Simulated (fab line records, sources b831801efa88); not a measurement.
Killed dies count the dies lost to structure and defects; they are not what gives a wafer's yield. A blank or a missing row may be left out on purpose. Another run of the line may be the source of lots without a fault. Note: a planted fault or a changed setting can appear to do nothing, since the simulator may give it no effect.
Struck lot and sound lot, side by side + flow gf180mcu + 17 steps out of a route of 602
Sound: wafers L535.1, L535.2, L535.3. Struck: wafer L553.1. (L553.3, L553.5 of the same lot were not struck and are left out.) The cause comes at the end.
Per side, at each step with rows, come the tool, then ch with its chambers, and then its first start. Under that, the readings that differ: sound wafers + struck wafers + difference of the means + sigmas: that difference in standard deviations of wafers without a fault.
alike: readings with means less than 2 such deviations apart, plus words and numbers identical on both sides. not compared: withheld readings, readings lacking a value on some wafer, bounds such as >300 that could conceal the same value, and numbers that have no deviation in the record and whose values overlap.
The two part at a step that has a row with sigmas, a row that says differs or no value, or rows on one side only. When numbers do not overlap yet have no deviation, they are printed without sigmas and do not part them. Lack of a reading on every wafer of one side parts them only where that side has two or more wafers.

first, 1 step without rows for these wafers: GF_STI_DEVELOP_11 (develop time 60 s).
GF_STI_CD_MEAS_12: target cd 220 nm.
  sound on cd-sem-01 at day 2 17:01; struck on cd-sem-02 at day 6 14:01
  alike: cd-nm
GF_STI_ETCH_13: etches the open film in CHF3/O2, stops on Si, target depth 282.31 nm, time 112.9 s.
  sound on rie-diel-03 ch 0,2,3, day 2 17:08; struck on rie-diel-03 ch 2, day 6 14:08
  alike: drypump-motor-current-A, oes-product-au, throttle-valve-pct
  not compared: rf-hours-counter-h
GF_STI_ETCH_14: etches Si in HBr/Cl2/O2, target depth 360 nm, time 102.9 s.
  sound on rie-si-02 ch 0,1,3, day 2 17:13; struck on rie-si-02 ch 2, day 6 14:13
| reading                     | sound       | struck | difference | sigmas |
|-----------------------------|-------------|--------|------------|--------|
| drypump-motor-current-A (A) | 6.1 5.7 6.3 | 4.8    | -1.2       | -3     |
| rf-hours-counter-h (h)      | 122 126 34  | 4      | -90        |        |
  alike: he-backside-leak-sccm, oes-product-au, throttle-valve-pct
GF_STI_STRIP_15: strips in O2/N2.
  sound on plasma-asher-01 ch 0,1, day 2 17:17; struck on plasma-asher-01 ch 1, day 6 14:17
  alike: drypump-motor-current-A, heater-power-w, oes-product-au, strip-time-to-endpoint-s
  not compared: rf-hours-counter-h
then, 6 steps without rows for these wafers: GF_STI_CLEAN_16 (cleans in dHF, time 25 s); GF_STI_WET_ETCH_17 (etches Si3N4 in H3PO4, target depth 45 nm, time 514 s); GF_STI_CLEAN_18 (cleans in SC1/SC2, time 150 s); GF_STI_CLEAN_19 (cleans in dHF, time 20 s); GF_STI_WET_ETCH_20 (etches SiO2 in dHF, target depth 20 nm, time 400 s); GF_STI_OXIDATION_21 (stabilise 600 s, purge 300 s, target thk 15 nm).
GF_STI_THK_MEAS_22:
  sound on film-metro-02 at day 2 18:53; struck on film-metro-03 at day 6 15:52
  alike: STI_OXIDATION_01_THK
GF_STI_CVD_23: deposits SiO2, target thk 650 nm, time 108.3 s.
  sound on hdpcvd-02 ch 0,1,2, day 2 18:57; struck on hdpcvd-01 ch 0, day 6 15:55
| reading                              | sound             | struck | difference | sigmas |
|--------------------------------------|-------------------|--------|------------|--------|
| model.SiO2_of_STI_CVD_23.thk-nm (nm) | 650.6 649.2 654.3 | 750.5  | +99.1      |        |
  alike: susceptor-temp-C
GF_STI_THK_MEAS_24:
  sound on film-metro-01 at day 2 19:01; struck on film-metro-03 at day 6 15:59
| reading             | sound       | struck | difference | sigmas |
|---------------------|-------------|--------|------------|--------|
| STI_CVD_23_THK (nm) | 651 648 655 | 751    | +100       | +17    |
GF_STI_CMP_25: polishes, stops on Si3N4, t overpolish 33 s, target thk 524.6 nm.
  sound on cmp-01 ch 0,2,3, day 2 19:08; struck on cmp-01 ch 0, day 6 16:14
| reading                | sound       | struck | difference | sigmas |
|------------------------|-------------|--------|------------|--------|
| time-to-endpoint-s (s) | 127 126 128 | 150    | +23        | +5     |
  alike: head-pressure-psi, motor-current-A, slurry-flow-ml-min
then, 1 step without rows for these wafers: GF_STI_WET_ETCH_26 (etches SiO2 in dHF, target depth 94 nm, time 188 s).
GF_PASSIVATION_PROBE_99:
  sound wafers here have rows in the record (prober-01, day 30 06:13); struck ones have none

## WHERE THEY PART
At GF_STI_ETCH_14 first; at GF_PASSIVATION_PROBE_99 last (within this record only).

WHY: what the simulator had put in
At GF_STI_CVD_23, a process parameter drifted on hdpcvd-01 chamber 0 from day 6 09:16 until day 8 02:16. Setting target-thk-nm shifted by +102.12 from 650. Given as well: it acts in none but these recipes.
